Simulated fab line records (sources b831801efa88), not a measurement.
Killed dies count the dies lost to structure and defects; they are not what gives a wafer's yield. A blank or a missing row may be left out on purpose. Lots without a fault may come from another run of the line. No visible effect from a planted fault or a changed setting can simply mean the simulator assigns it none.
Chamber matching :: flow sky130 :: cmp-01 running SKY_VIA2_CMP_02: 4 sister chambers
The step polishes SiO2. 14 wafers are shown with their chamber, then 7 later ones without.

== WAFERS PAIRED WITH THEIR CHAMBERS ==
wafer: L928.1
chamber: 0
motor current A (A): 10.0
platen rpm (rpm): 60.03
head pressure psi (psi): 4.000

wafer: L928.3
chamber: 1
motor current A (A): 12.2
platen rpm (rpm): 60.00
head pressure psi (psi): 4.014

wafer: L928.5
chamber: 0
motor current A (A): 10.5
platen rpm (rpm): 60.04
head pressure psi (psi): 3.996

wafer: L932.1
chamber: 1
motor current A (A): 11.9
platen rpm (rpm): 60.01
head pressure psi (psi): 3.993

wafer: L932.2
chamber: 0
motor current A (A): 10.3
platen rpm (rpm): 60.04
head pressure psi (psi): 4.007

wafer: L932.3
chamber: 3
motor current A (A): 11.2
platen rpm (rpm): 60.02
head pressure psi (psi): 4.002

wafer: L934.2
chamber: 3
motor current A (A): 11.1
platen rpm (rpm): 60.03
head pressure psi (psi): 4.011

wafer: L934.3
chamber: 1
motor current A (A): 12.1
platen rpm (rpm): 60.01
head pressure psi (psi): 4.001

wafer: L934.5
chamber: 0
motor current A (A): 11.0
platen rpm (rpm): 60.02
head pressure psi (psi): 3.981

wafer: L935.1
chamber: 2
motor current A (A): 13.3
platen rpm (rpm): 59.97
head pressure psi (psi): 4.003

wafer: L935.2
chamber: 1
motor current A (A): 12.4
platen rpm (rpm): 59.95
head pressure psi (psi): 4.016

wafer: L935.4
chamber: 0
motor current A (A): 10.7
platen rpm (rpm): 59.96
head pressure psi (psi): 4.003

wafer: L945.1
chamber: 2
motor current A (A): 12.8
platen rpm (rpm): 60.00
head pressure psi (psi): 4.010

wafer: L945.2
chamber: 3
motor current A (A): 10.9
platen rpm (rpm): 60.02
head pressure psi (psi): 4.003

SIGNATURES (means of the wafers above)
reading: motor current A
chamber 0: 10.500
chamber 1: 12.150
chamber 2: 13.050
chamber 3: 11.067
scatter within a chamber: 0.297

reading: platen rpm
chamber 0: 60.0180
chamber 1: 59.9925
chamber 2: 59.9850
chamber 3: 60.0233
scatter within a chamber: 0.0273

reading: head pressure psi
chamber 0: 3.99740
chamber 1: 4.00600
chamber 2: 4.00650
chamber 3: 4.00533
scatter within a chamber: 0.00912
Rule: a wafer's distance from a chamber is the root of the sum, over the readings, of the square of ((its reading less the chamber's mean) divided by the reading's scatter). If the next closest chamber is less than 2 further off than the closest, the wafer can't be placed; otherwise it belongs to the closest. The scatter: take each reading less its chamber's mean, square it, sum over the shown wafers, divide by the number of wafers less the number of chambers, and take the root.

== WAFERS WHOSE CHAMBER IS MISSING ==
wafer: L945.4
motor current A (A): 12.3
platen rpm (rpm): 60.05
head pressure psi (psi): 4.006

wafer: L949.1
motor current A (A): 11.7
platen rpm (rpm): 60.04
head pressure psi (psi): 3.990

wafer: L949.2
motor current A (A): 13.1
platen rpm (rpm): 60.02
head pressure psi (psi): 3.993

wafer: L949.3
motor current A (A): 10.7
platen rpm (rpm): 59.97
head pressure psi (psi): 4.001

wafer: L951.2
motor current A (A): 10.6
platen rpm (rpm): 59.96
head pressure psi (psi): 3.997

wafer: L951.3
motor current A (A): 10.7
platen rpm (rpm): 59.99
head pressure psi (psi): 4.012

wafer: L951.6
motor current A (A): 11.7
platen rpm (rpm): 60.08
head pressure psi (psi): 3.995

== EACH ONE'S CHAMBER ==
wafer: L945.4
from the rows above: can't be placed: 1 or 2
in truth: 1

wafer: L949.1
from the rows above: can't be placed: 3 or 1 or 0
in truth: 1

wafer: L949.2
from the rows above: can't be placed: 2 or 1
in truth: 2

wafer: L949.3
from the rows above: can't be placed: 0 or 3
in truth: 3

wafer: L951.2
from the rows above: can't be placed: 0 or 3
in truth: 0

wafer: L951.3
from the rows above: can't be placed: 3 or 0
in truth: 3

wafer: L951.6
from the rows above: can't be placed: 3 or 1 or 0
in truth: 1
Correct placement for 0 of the 7. Cannot be placed on the basis of these rows: 7; the candidates contain the true chamber in 7. Number placed wrongly: 0.
